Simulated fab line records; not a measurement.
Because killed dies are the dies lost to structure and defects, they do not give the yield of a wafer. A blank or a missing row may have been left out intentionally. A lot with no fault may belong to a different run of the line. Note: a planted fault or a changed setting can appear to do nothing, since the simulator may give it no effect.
fab line records	flow sky130
record lots=13	wafers=39	last-day=50
route steps=708 shown LDD_LDN@296 POLY_CUT@316 SD_P@330 RES_XHIGH@338 PAD_OPEN@708
lots untouched by any fault: they come from a run of this same line in which no faults occurred
start-h: hours from the record's opening day to when the first of the lot's shown wafers began	wait-h: hours since the lot's step before	" same as the row above	L1.1+2: several wafers, shown together as one row	- either no value or no given start	* or withheld: withheld	< > ~ a bound
route shown NAME@n: names a module that has steps shown in the file, with the first one's number in the route	usual: average and standard deviation across the fault-free wafers	same: alike in all rows	chamber/n: place in a boat	sites: the reading at each site	_std_site: their standard deviation	_edge_site: outer sites' mean less inner sites'	radius-mm: how far each site lies from the wafer's centre	mask NAME#n: copy n	behind: the tool/chamber that last shaped the wafer	hold: why the lot went on hold/how many hours it stayed there/how the hold came to an end	device: which transistor (n, p or np) failed to switch	end of line: the route-end tests of the same wafers	for a step that has no rows: nothing shown but its recipe	killed: the dies lost at the first sort to structure and to defects; this is not the yield of the wafer	map: shows each die of a wafer: x if killed, . if not, _ if none is there
set.NAME: the setting as run; set.NAME@STEP: as run at that earlier step	model.NAME: the simulator's own value behind a step, which no gauge read
the route's steps for a sample of lots (tables are steps, rows are wafers)
services: a tool's chamber out of use, with start hour (start-h, from the record's first day; less than 0 if before it), hours out, and reason
## steps
# step SKY_LDD_LDN_OVL_MEAS_07
# usual LDD_LDN_OVL=-0.4/1.5
lot.wafer	tool	chamber	start-h	wait-h	LDD_LDN_OVL[nm]
L900.1	overlay-02	-	505.04	0.1	1.4
L900.4	"	-	"	"	1.3
L900.6	"	-	"	"	-0.1
L902.1	overlay-01	-	533.03	0.1	1.0
L902.2	"	-	"	"	0.2
L902.5	"	-	"	"	-1.4
L903.2	overlay-02	-	540.94	0.1	-1.7
L903.3	"	-	"	"	-1.9
L903.4	"	-	"	"	-1.6
L904.2	overlay-01	-	579.78	0.1	0.3
L904.5	"	-	"	"	-0.3
L904.6	"	-	"	"	1.7
L908.1	overlay-01	-	592.53	0.1	-0.3
L908.2	"	-	"	"	1.0
L908.5	"	-	"	"	0.7
L911.1	overlay-02	-	613.08	0.1	1.4
L911.3	"	-	"	"	2.4
L911.4	"	-	"	"	2.0
L912.1	overlay-01	-	622.52	0.1	-0.9
L912.4	"	-	"	"	-0.8
L912.6	"	-	"	"	-1.0
L917.1	overlay-01	-	675.49	0.1	-1.2
L917.2	"	-	"	"	-0.3
L917.4	"	-	"	"	-0.6
L915.2	overlay-01	-	677.84	0.1	-2.3
L915.4	"	-	"	"	-3.1
L915.5	"	-	"	"	-2.7
L920.1	overlay-02	-	703.38	0.1	-0.1
L920.5	"	-	"	"	-0.1
L920.6	"	-	"	"	-0.9
L921.1	overlay-01	-	716.39	0.1	-1.3
L921.2	"	-	"	"	0.2
L921.4	"	-	"	"	-0.5
L923.2	overlay-02	-	716.99	0.1	-2.1
L923.3	"	-	"	"	-3.2
L923.6	"	-	"	"	-3.3
L922.1	overlay-01	-	722.38	0.1	-0.7
L922.2	"	-	"	"	-0.6
L922.3	"	-	"	"	-0.8
# step SKY_POLY_CUT_OVL_MEAS_09
# usual POLY_CUT_OVL=1/5.9
lot.wafer	tool	chamber	start-h	wait-h	POLY_CUT_OVL[nm]
L900.1	overlay-01	-	540.75	0.1	1
L900.4	"	-	"	"	2
L900.6	"	-	"	"	4
L902.1	overlay-01	-	565.59	0.1	-9
L902.2	"	-	"	"	-3
L902.5	"	-	"	"	-6
L903.2	overlay-02	-	575.01	0.1	-1
L903.3	"	-	"	"	-10
L903.4	"	-	"	"	-2
L904.2	overlay-01	-	611.45	0.1	-4
L904.5	"	-	"	"	1
L904.6	"	-	"	"	-7
L908.1	overlay-01	-	624.80	0.1	5
L908.2	"	-	"	"	-2
L908.5	"	-	"	"	4
L911.1	overlay-02	-	644.43	0.1	0
L911.3	"	-	"	"	5
L911.4	"	-	"	"	1
L912.1	overlay-02	-	653.74	0.1	1
L912.4	"	-	"	"	0
L912.6	"	-	"	"	7
L917.1	overlay-01	-	706.43	0.1	-3
L917.2	"	-	"	"	4
L917.4	"	-	"	"	3
L915.2	overlay-01	-	708.95	0.1	4
L915.4	"	-	"	"	-2
L915.5	"	-	"	"	7
L920.1	overlay-02	-	735.33	0.1	10
L920.5	"	-	"	"	8
L920.6	"	-	"	"	11
L921.1	overlay-02	-	746.25	0.1	2
L921.2	"	-	"	"	7
L921.4	"	-	"	"	7
L923.2	overlay-02	-	747.86	0.1	1
L923.3	"	-	"	"	-2
L923.6	"	-	"	"	1
L922.1	overlay-02	-	752.80	0.1	-8
L922.2	"	-	"	"	-3
L922.3	"	-	"	"	-2
# step SKY_SD_P_STRIP_10
# recipe chemistry=O2/N2	power-w=1400	pressure-mtorr=1500	platen-temp-c=withheld	o2-flow-sccm=3000	n2-flow-sccm=300	overash-fraction=0.5
# usual drypump-motor-current-A=5.7/0.34	oes-product-au=0.618/0.0048	strip-time-to-endpoint-s=17.51/0.039
lot.wafer	tool	chamber	start-h	wait-h	drypump-motor-current-A	oes-product-au	rf-hours-counter-h	strip-time-to-endpoint-s
L900.1	plasma-asher-04	1	570.89	0.1	6.0	0.617	90	17.48
L900.4	"	1	"	"	6.0	0.612	-	17.49
L900.6	"	1	"	"	6.0	0.614	-	17.46
L902.1	plasma-asher-03	1	594.24	0.1	5.8	0.614	75	17.55
L902.2	"	0	"	"	5.5	0.618	75	17.55
L902.5	"	1	"	"	5.7	0.628	-	17.57
L903.2	plasma-asher-02	0	603.74	0.1	5.0	0.620	49	17.47
L903.3	"	0	"	"	5.0	0.617	-	17.53
L903.4	"	1	"	"	5.6	0.622	-	17.49
L904.2	plasma-asher-04	1	639.94	0.1	6.0	0.623	96	17.54
L904.5	"	1	"	"	6.0	0.620	-	17.53
L904.6	"	0	"	"	6.1	0.623	-	17.58
L908.1	plasma-asher-03	0	653.99	0.1	5.5	0.617	81	17.53
L908.2	"	1	"	"	5.7	0.618	81	17.55
L908.5	"	1	"	"	5.7	0.613	-	17.54
L911.1	plasma-asher-03	0	673.99	0.1	5.5	0.618	83	17.49
L911.3	"	0	"	"	5.5	0.619	-	17.52
L911.4	"	1	"	"	5.8	0.612	-	17.53
L912.1	plasma-asher-04	1	682.14	0.1	6.0	0.610	100	17.50
L912.4	"	1	"	"	6.0	0.614	-	17.50
L912.6	"	0	"	"	6.1	0.623	-	17.53
L917.1	plasma-asher-03	1	735.24	0.1	5.8	0.618	89	17.50
L917.2	"	0	"	"	5.5	0.619	89	17.47
L917.4	"	1	"	"	5.7	0.622	-	17.46
L915.2	plasma-asher-03	1	737.26	0.1	5.8	0.616	89	17.48
L915.4	"	1	"	"	5.8	0.618	-	17.46
L915.5	"	0	"	"	5.5	0.615	-	17.45
L920.1	plasma-asher-03	0	763.39	0.1	5.5	0.619	92	17.51
L920.5	"	0	"	"	5.5	0.621	-	17.49
L920.6	"	1	"	"	5.8	0.611	-	17.47
L921.1	plasma-asher-03	0	772.72	0.1	5.5	0.628	93	17.51
L921.2	"	1	"	"	5.7	0.622	93	17.50
L921.4	"	1	"	"	5.8	0.614	-	17.48
L923.2	plasma-asher-03	0	774.14	0.1	5.5	0.616	93	17.49
L923.3	"	1	"	"	5.8	0.621	-	17.42
L923.6	"	0	"	"	5.5	0.622	-	17.41
L922.1	plasma-asher-04	0	779.62	0.1	6.1	0.618	3	17.48
L922.2	"	1	"	"	6.0	0.613	3	17.47
L922.3	"	1	"	"	6.0	0.612	-	17.49
# step SKY_RES_XHIGH_DEVELOP_06
# recipe resist=NOVOLAK	developer=TMAH	develop-time-s=60	dev-temp-c=23
lot.wafer	tool	chamber	start-h	wait-h
L900.1+4+6	litho-track-02	0	599.04	0.1
L902.1+2+5	litho-track-01	0	622.67	0.1
L903.2+3+4	litho-track-01	0	632.25	0.1
L904.2+5+6	litho-track-04	0	668.24	0.1
L908.1+2+5	litho-track-01	0	682.22	0.1
L911.1+3+4	litho-track-02	0	701.79	0.1
L912.1+4+6	litho-track-02	0	709.34	0.1
L917.1+2+4	litho-track-04	0	762.41	0.1
L915.2+4+5	litho-track-01	0	765.00	0.1
L920.1+5+6	litho-track-02	0	789.54	0.1
L921.1+2+4	litho-track-01	0	798.18	0.1
L923.2+3+6	litho-track-02	0	799.96	0.1
L922.1+2+3	litho-track-02	0	805.54	0.1
# step SKY_RES_XHIGH_TW_MEAS_09
# usual RES_XHIGH_TW=1639/13
lot.wafer	tool	chamber	start-h	wait-h	RES_XHIGH_TW
L900.1	film-metro-02	-	599.44	0.1	1646
L900.4	"	-	"	"	1648
L900.6	"	-	"	"	1655
L902.1	film-metro-02	-	623.07	0.1	1639
L902.2	"	-	"	"	1644
L902.5	"	-	"	"	1654
L903.2	film-metro-03	-	632.63	0.1	1627
L903.3	"	-	"	"	1627
L903.4	"	-	"	"	1621
L904.2	film-metro-02	-	668.62	0.1	1649
L904.5	"	-	"	"	1650
L904.6	"	-	"	"	1647
L908.1	film-metro-03	-	682.62	0.1	1627
L908.2	"	-	"	"	1628
L908.5	"	-	"	"	1628
L911.1	film-metro-02	-	702.19	0.1	30
L911.3	"	-	"	"	30
L911.4	"	-	"	"	30
L912.1	film-metro-04	-	709.74	0.1	30
L912.4	"	-	"	"	30
L912.6	"	-	"	"	30
L917.1	film-metro-04	-	762.81	0.1	1626
L917.2	"	-	"	"	1626
L917.4	"	-	"	"	1626
L915.2	film-metro-02	-	765.39	0.1	1658
L915.4	"	-	"	"	1658
L915.5	"	-	"	"	1647
L920.1	film-metro-03	-	789.94	0.1	1630
L920.5	"	-	"	"	1634
L920.6	"	-	"	"	1634
L921.1	film-metro-02	-	798.58	0.1	1666
L921.2	"	-	"	"	1668
L921.4	"	-	"	"	1665
L923.2	film-metro-02	-	800.35	0.1	1659
L923.3	"	-	"	"	1663
L923.6	"	-	"	"	1669
L922.1	film-metro-02	-	805.94	0.1	1657
L922.2	"	-	"	"	1650
L922.3	"	-	"	"	1661
# step SKY_PAD_OPEN_PROBE_99
# usual killed_at_M0_to_M3=44/7	killed_at_M4_up=3.0/1.9	killed-at-contacts=24/5.4	killed-at-front-end=15/4.6	killed-at-other=0.3/0.5	killed-dies=87/10	killed-on-rim=17/3.5	killed-open=47/7	killed-short=40/6.2
# same gross-dies=492	killed-at-back-side=0
lot.wafer	tool	chamber	start-h	wait-h	killed_at_M0_to_M3	killed_at_M4_up	killed-at-contacts	killed-at-front-end	killed-at-other	killed-dies	killed-on-rim	killed-open	killed-short
L900.1	prober-02	-	1058.39	0.1	44	2	19	11	0	76	15	41	35
L900.4	prober-02	-	1058.54	0.2	54	6	26	19	0	105	20	49	56
L900.6	prober-02	-	1058.64	0.2	51	3	27	13	1	95	16	45	50
L902.1	prober-02	-	1078.90	0.1	41	1	23	19	0	84	15	48	36
L902.2	prober-02	-	1078.95	0.1	42	5	34	14	1	96	20	42	54
L902.5	prober-02	-	1079.10	0.2	47	1	21	11	1	81	20	46	35
L903.2	prober-01	-	1085.20	0.1	39	3	26	9	1	78	20	38	40
L903.3	prober-01	-	1085.25	0.2	40	2	20	15	0	77	12	50	27
L903.4	prober-01	-	1085.30	0.2	35	3	13	13	0	64	10	33	31
L904.2	prober-02	-	1109.06	0.1	48	1	11	17	0	77	15	43	34
L904.5	prober-02	-	1109.21	0.2	37	2	14	17	0	70	14	42	28
L904.6	prober-02	-	1109.26	0.2	49	4	18	13	0	84	18	43	41
L908.1	prober-02	-	1120.55	0.1	48	1	28	11	0	88	14	46	42
L908.2	prober-02	-	1120.60	0.1	49	3	23	20	1	96	20	62	34
L908.5	prober-02	-	1120.75	0.2	40	2	33	18	1	94	23	53	41
L911.1	prober-02	-	1131.05	0.1	41	3	22	17	409	492	96	45	38
L911.3	prober-02	-	1131.15	0.2	57	2	31	20	382	492	96	58	52
L911.4	prober-02	-	1131.20	0.2	48	1	31	15	397	492	96	50	46
L912.1	prober-02	-	1140.65	0.1	43	2	22	12	413	492	96	48	32
L912.4	prober-02	-	1140.80	0.2	46	7	22	17	400	492	96	59	33
L912.6	prober-02	-	1140.90	0.2	35	2	33	23	399	492	96	57	36
L917.1	prober-02	-	1174.84	0.1	34	1	24	14	0	73	21	40	33
L917.2	prober-02	-	1174.89	0.1	38	2	20	13	0	73	12	42	31
L917.4	prober-02	-	1174.99	0.2	39	1	27	13	0	80	15	41	39
L915.2	prober-01	-	1178.85	0.1	34	5	20	9	0	68	8	35	33
L915.4	prober-01	-	1178.95	0.2	42	6	29	20	0	97	18	56	41
L915.5	prober-01	-	1179.00	0.2	39	4	20	11	0	74	15	45	29
L920.1	prober-01	-	1193.10	0.1	50	3	16	10	0	79	15	47	32
L920.5	prober-01	-	1193.30	0.2	60	8	24	9	0	101	19	56	45
L920.6	prober-01	-	1193.35	0.2	45	4	20	19	0	88	18	48	40
L923.2	prober-02	-	1197.27	0.1	38	2	17	18	0	75	16	36	39
L923.3	prober-02	-	1197.32	0.2	41	2	29	22	0	94	21	51	43
L923.6	prober-02	-	1197.47	0.2	39	1	30	12	1	83	19	45	38
L921.1	prober-01	-	1198.31	0.1	39	2	20	20	0	81	19	42	39
L921.2	prober-01	-	1198.36	0.1	40	2	20	20	0	82	16	44	38
L921.4	prober-01	-	1198.46	0.2	45	4	20	12	0	81	15	43	38
L922.1	prober-02	-	1201.53	0.1	50	3	22	9	1	85	14	50	35
L922.2	prober-02	-	1201.58	0.1	32	3	24	11	0	70	16	40	30
L922.3	prober-02	-	1201.63	0.2	49	2	18	11	1	81	11	42	39
# killed by level:class
L900.1 VIA1:geometric-particle:open=10 VIA2:geometric-particle:open=8 METAL1:geometric-particle:short=7 LI_CONTACT:geometric-particle:open=6 CONTACT:geometric-particle:open=6 LOCAL_INTERCONNECT:geometric-particle:short=4 VIA3:geometric-particle:open=4 FIELD_ISO:geometric-particle:short=3
L900.4 VIA1:geometric-particle:open=10 CONTACT:geometric-particle:short=9 VIA1:geometric-particle:short=9 METAL1:geometric-particle:short=8 POLY_GATE:geometric-particle:open=7 VIA3:geometric-particle:open=7 LI_CONTACT:geometric-particle:open=7 METAL2:geometric-particle:short=6
L900.6 CONTACT:geometric-particle:open=9 VIA1:geometric-particle:open=9 METAL2:geometric-particle:short=8 CONTACT:geometric-particle:short=7 METAL1:geometric-particle:short=7 VIA2:geometric-particle:open=7 VIA3:geometric-particle:open=7 VIA1:geometric-particle:short=5
L902.1 VIA1:geometric-particle:open=11 VIA2:geometric-particle:open=8 LI_CONTACT:geometric-particle:open=7 CONTACT:geometric-particle:open=6 POLY_GATE:geometric-particle:short=5 CONTACT:geometric-particle:short=5 FIELD_ISO:geometric-particle:short=4 FIELD_ISO:geometric-particle:open=4
L902.2 CONTACT:geometric-particle:short=11 CONTACT:geometric-particle:open=10 VIA1:geometric-particle:open=10 VIA2:geometric-particle:short=6 LOCAL_INTERCONNECT:geometric-particle:short=5 METAL2:geometric-particle:short=5 METAL4:geometric-particle:short=5 LI_CONTACT:geometric-particle:short=4
L902.5 LI_CONTACT:geometric-particle:open=9 VIA1:geometric-particle:open=8 VIA3:geometric-particle:open=7 VIA2:geometric-particle:open=6 VIA2:geometric-particle:short=6 POLY_GATE:geometric-particle:open=4 LI_CONTACT:geometric-particle:short=4 METAL1:geometric-particle:short=4
L903.2 CONTACT:geometric-particle:open=10 METAL2:geometric-particle:short=8 VIA1:geometric-particle:open=6 METAL1:geometric-particle:short=5 VIA1:geometric-particle:short=5 VIA3:geometric-particle:open=5 LI_CONTACT:geometric-particle:open=4 LOCAL_INTERCONNECT:geometric-particle:short=4
L903.3 CONTACT:geometric-particle:open=10 VIA3:geometric-particle:open=8 VIA1:geometric-particle:short=6 POLY_GATE:geometric-particle:open=5 LI_CONTACT:geometric-particle:open=5 VIA1:geometric-particle:open=5 METAL2:geometric-particle:short=5 VIA2:geometric-particle:open=5
L903.4 CONTACT:geometric-particle:open=6 METAL1:geometric-particle:short=6 VIA1:geometric-particle:open=6 VIA2:geometric-particle:open=5 POLY_GATE:geometric-particle:open=4 VIA3:geometric-particle:open=4 FIELD_ISO:geometric-particle:short=3 POLY_GATE:geometric-particle:short=3
L904.2 VIA1:geometric-particle:open=10 VIA3:geometric-particle:open=8 VIA2:geometric-particle:open=7 METAL1:geometric-particle:short=7 POLY_GATE:geometric-particle:open=5 CONTACT:geometric-particle:open=5 FIELD_ISO:geometric-particle:open=4 VIA1:geometric-particle:short=4
L904.5 VIA1:geometric-particle:open=13 CONTACT:geometric-particle:open=6 VIA3:geometric-particle:open=6 FIELD_ISO:geometric-particle:short=4 METAL2:geometric-particle:short=4 VIA2:geometric-particle:open=4 POLY_GATE:geometric-particle:open=3 LI_CONTACT:geometric-particle:short=3
L904.6 VIA3:geometric-particle:open=10 VIA2:geometric-particle:open=8 LI_CONTACT:geometric-particle:open=6 METAL2:geometric-particle:short=6 METAL1:geometric-particle:short=5 CONTACT:geometric-particle:open=5 VIA1:geometric-particle:open=5 VIA2:geometric-particle:short=5
L908.1 LI_CONTACT:geometric-particle:open=12 VIA2:geometric-particle:open=11 METAL1:geometric-particle:short=9 LOCAL_INTERCONNECT:geometric-particle:short=7 VIA1:geometric-particle:open=5 VIA2:geometric-particle:short=5 CONTACT:geometric-particle:open=4 VIA3:geometric-particle:open=4
L908.2 VIA2:geometric-particle:open=13 CONTACT:geometric-particle:open=10 VIA3:geometric-particle:open=6 LI_CONTACT:geometric-particle:open=6 VIA1:geometric-particle:open=6 FIELD_ISO:geometric-particle:short=5 POLY_GATE:geometric-particle:open=5 VIA1:geometric-particle:short=5
L908.5 CONTACT:geometric-particle:open=15 LI_CONTACT:geometric-particle:open=7 VIA2:geometric-particle:open=7 VIA1:geometric-particle:open=7 VIA3:geometric-particle:open=6 POLY_GATE:geometric-particle:short=5 CONTACT:geometric-particle:short=5 FIELD_ISO:geometric-particle:short=4
L911.1 RES_XHIGH:area-develop=409 VIA1:geometric-particle:open=10 CONTACT:geometric-particle:open=9 FIELD_ISO:geometric-particle:open=7 VIA1:geometric-particle:short=6 LI_CONTACT:geometric-particle:open=5 VIA2:geometric-particle:open=5 FIELD_ISO:geometric-particle:short=4
L911.3 RES_XHIGH:area-develop=382 VIA1:geometric-particle:open=16 CONTACT:geometric-particle:open=14 METAL1:geometric-particle:short=8 CONTACT:geometric-particle:short=7 POLY_GATE:geometric-particle:open=6 VIA2:geometric-particle:short=6 LI_CONTACT:geometric-particle:open=6
L911.4 RES_XHIGH:area-develop=396 LI_CONTACT:geometric-particle:open=10 VIA1:geometric-particle:open=10 CONTACT:geometric-particle:open=9 VIA1:geometric-particle:short=9 CONTACT:geometric-particle:short=7 VIA3:geometric-particle:open=7 METAL2:geometric-particle:short=6
L912.1 RES_XHIGH:area-develop=412 VIA1:geometric-particle:open=14 CONTACT:geometric-particle:open=8 VIA2:geometric-particle:open=8 LI_CONTACT:geometric-particle:open=5 LI_CONTACT:geometric-particle:short=4 METAL1:geometric-particle:short=4 VIA3:geometric-particle:open=4
L912.4 RES_XHIGH:area-develop=400 CONTACT:geometric-particle:open=12 VIA3:geometric-particle:open=11 VIA1:geometric-particle:open=9 VIA2:geometric-particle:open=8 LI_CONTACT:geometric-particle:open=7 METAL4:geometric-particle:short=6 FIELD_ISO:geometric-particle:short=5
L912.6 RES_XHIGH:area-develop=399 VIA1:geometric-particle:open=10 POLY_GATE:geometric-particle:open=8 CONTACT:geometric-particle:open=8 CONTACT:geometric-particle:short=8 LI_CONTACT:geometric-particle:open=7 FIELD_ISO:geometric-particle:open=5 VIA2:geometric-particle:open=5
L917.1 VIA1:geometric-particle:open=12 LI_CONTACT:geometric-particle:open=8 METAL2:geometric-particle:short=7 CONTACT:geometric-particle:open=5 LOCAL_INTERCONNECT:geometric-particle:short=5 VIA2:geometric-particle:open=5 FIELD_ISO:geometric-particle:open=4 LI_CONTACT:geometric-particle:short=4
L917.2 CONTACT:geometric-particle:open=12 METAL2:geometric-particle:short=8 VIA1:geometric-particle:open=7 FIELD_ISO:geometric-particle:open=6 METAL1:geometric-particle:short=6 FIELD_ISO:geometric-particle:short=3 LI_CONTACT:geometric-particle:open=3 METAL1:geometric-particle:open=3
L917.4 VIA1:geometric-particle:open=10 CONTACT:geometric-particle:open=9 CONTACT:geometric-particle:short=8 VIA2:geometric-particle:open=5 POLY_GATE:geometric-particle:short=4 LI_CONTACT:geometric-particle:open=4 LOCAL_INTERCONNECT:geometric-particle:short=4 VIA1:geometric-particle:short=4
L915.2 CONTACT:geometric-particle:open=7 LI_CONTACT:geometric-particle:open=7 VIA1:geometric-particle:open=7 VIA1:geometric-particle:short=6 METAL2:geometric-particle:short=5 POLY_GATE:geometric-particle:open=4 METAL1:geometric-particle:short=4 METAL3:geometric-particle:short=4
L915.4 VIA1:geometric-particle:open=18 CONTACT:geometric-particle:open=9 VIA3:geometric-particle:open=8 LOCAL_INTERCONNECT:geometric-particle:short=6 LI_CONTACT:geometric-particle:open=5 VIA1:geometric-particle:short=5 CONTACT:geometric-particle:short=5 FIELD_ISO:geometric-particle:short=4
L915.5 VIA1:geometric-particle:open=13 LI_CONTACT:geometric-particle:open=8 CONTACT:geometric-particle:open=7 VIA2:geometric-particle:open=7 POLY_GATE:geometric-particle:open=4 METAL1:geometric-particle:short=4 VIA1:geometric-particle:short=4 METAL2:geometric-particle:short=4
L920.1 VIA1:geometric-particle:open=11 VIA2:geometric-particle:open=11 VIA3:geometric-particle:open=10 CONTACT:geometric-particle:open=6 METAL1:geometric-particle:short=5 FIELD_ISO:geometric-particle:short=4 CONTACT:geometric-particle:short=4 POLY_GATE:geometric-particle:open=3
L920.5 VIA1:geometric-particle:open=13 CONTACT:geometric-particle:open=11 METAL2:geometric-particle:short=11 VIA3:geometric-particle:open=7 METAL4:geometric-particle:short=7 METAL1:geometric-particle:short=6 VIA2:geometric-particle:open=6 VIA1:geometric-particle:short=5
L920.6 VIA2:geometric-particle:open=9 VIA1:geometric-particle:open=9 CONTACT:geometric-particle:short=6 FIELD_ISO:geometric-particle:open=5 LOCAL_INTERCONNECT:geometric-particle:short=5 VIA1:geometric-particle:short=5 POLY_GATE:geometric-particle:open=4 CONTACT:geometric-particle:open=4
L923.2 VIA1:geometric-particle:open=8 FIELD_ISO:geometric-particle:short=6 LI_CONTACT:geometric-particle:open=6 VIA1:geometric-particle:short=6 CONTACT:geometric-particle:open=5 VIA3:geometric-particle:open=5 FIELD_ISO:geometric-particle:open=4 LOCAL_INTERCONNECT:geometric-particle:short=4
L923.3 LI_CONTACT:geometric-particle:open=11 METAL2:geometric-particle:short=11 VIA1:geometric-particle:open=9 VIA2:geometric-particle:open=6 CONTACT:geometric-particle:open=6 FIELD_ISO:geometric-particle:open=5 FIELD_ISO:geometric-particle:short=5 POLY_GATE:geometric-particle:short=5
L923.6 CONTACT:geometric-particle:open=16 VIA3:geometric-particle:open=5 VIA1:geometric-particle:open=5 LI_CONTACT:geometric-particle:open=5 LOCAL_INTERCONNECT:geometric-particle:short=5 METAL1:geometric-particle:short=5 VIA1:geometric-particle:short=5 VIA2:geometric-particle:short=5
L921.1 LI_CONTACT:geometric-particle:open=7 VIA1:geometric-particle:open=7 POLY_GATE:geometric-particle:short=6 CONTACT:geometric-particle:open=6 VIA2:geometric-particle:open=6 VIA3:geometric-particle:short=5 POLY_GATE:geometric-particle:open=4 METAL2:geometric-particle:short=4
L921.2 VIA1:geometric-particle:open=7 VIA3:geometric-particle:open=6 CONTACT:geometric-particle:open=6 FIELD_ISO:geometric-particle:short=5 POLY_GATE:geometric-particle:open=5 LI_CONTACT:geometric-particle:open=5 METAL1:geometric-particle:short=5 METAL2:geometric-particle:short=5
L921.4 VIA2:geometric-particle:open=11 VIA1:geometric-particle:open=9 METAL2:geometric-particle:short=8 CONTACT:geometric-particle:open=7 METAL1:geometric-particle:short=6 VIA3:geometric-particle:open=5 FIELD_ISO:geometric-particle:short=4 LOCAL_INTERCONNECT:geometric-particle:short=4
L922.1 VIA1:geometric-particle:open=17 CONTACT:geometric-particle:open=9 VIA1:geometric-particle:short=8 VIA2:geometric-particle:open=6 VIA3:geometric-particle:open=6 LI_CONTACT:geometric-particle:open=5 METAL1:geometric-particle:short=3 LOCAL_INTERCONNECT:geometric-particle:short=3
L922.2 VIA1:geometric-particle:open=14 CONTACT:geometric-particle:open=10 VIA1:geometric-particle:short=6 LI_CONTACT:geometric-particle:short=4 LI_CONTACT:geometric-particle:open=4 CONTACT:geometric-particle:short=4 METAL1:geometric-particle:short=3 FIELD_ISO:geometric-particle:short=2
L922.3 VIA1:geometric-particle:open=10 VIA3:geometric-particle:short=7 LI_CONTACT:geometric-particle:open=6 CONTACT:geometric-particle:open=6 VIA1:geometric-particle:short=6 VIA2:geometric-particle:open=6 METAL2:geometric-particle:short=5 VIA3:geometric-particle:open=4
## services
tool	chamber	start-h	hours	kind
plasma-asher-02	-	595.70	1.3	repair
plasma-asher-04	-	644.00	2.8	pm
plasma-asher-03	-	681.79	2.5	repair
plasma-asher-04	-	733.75	9.0	pm
plasma-asher-04	0	733.75	9.0	vent-cycle
plasma-asher-04	1	733.75	9.0	vent-cycle
plasma-asher-04	0	742.75	-	clean
plasma-asher-04	1	742.75	-	clean
plasma-asher-02	-	751.82	0.6	repair
plasma-asher-03	-	768.52	0.8	repair
## key
first-sign step=SKY_RES_XHIGH_TW_MEAS_09	reading=RES_XHIGH_TW	direction=down	sigmas=99+	usual=1639	struck=30
effect step=SKY_PAD_OPEN_PROBE_99	reading=killed-at-other	direction=up	sigmas=99+	usual=0.3	struck=400
more-kills-born-at SKY_RES_XHIGH_DEVELOP_06@litho-track-02=2398
met-at SKY_RES_XHIGH_DEVELOP_06
struck-lots L911,L912
tester-left-out L911,L912
not-acting-at SKY_LDD_LDN_OVL_MEAS_07,SKY_POLY_CUT_OVL_MEAS_09,SKY_SD_P_STRIP_10
onset-between 599.04 701.79
fault kind=process-parameter-drift	tool=litho-track-02	chamber=-	onset-h=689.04	steps=SKY_RES_XHIGH_DEVELOP_06	channel=develop-time-s	offset=*	shape=step	end-h=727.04	acts-in=*	stated=*
# tester-left-out: of these lots the tester's yield and bins aren't shown, on N5 and GAA mostly nor the transistor test; their killed dies are dies lost to structure and defects alone, not to doping, threshold or leakage, so they don't give the yield
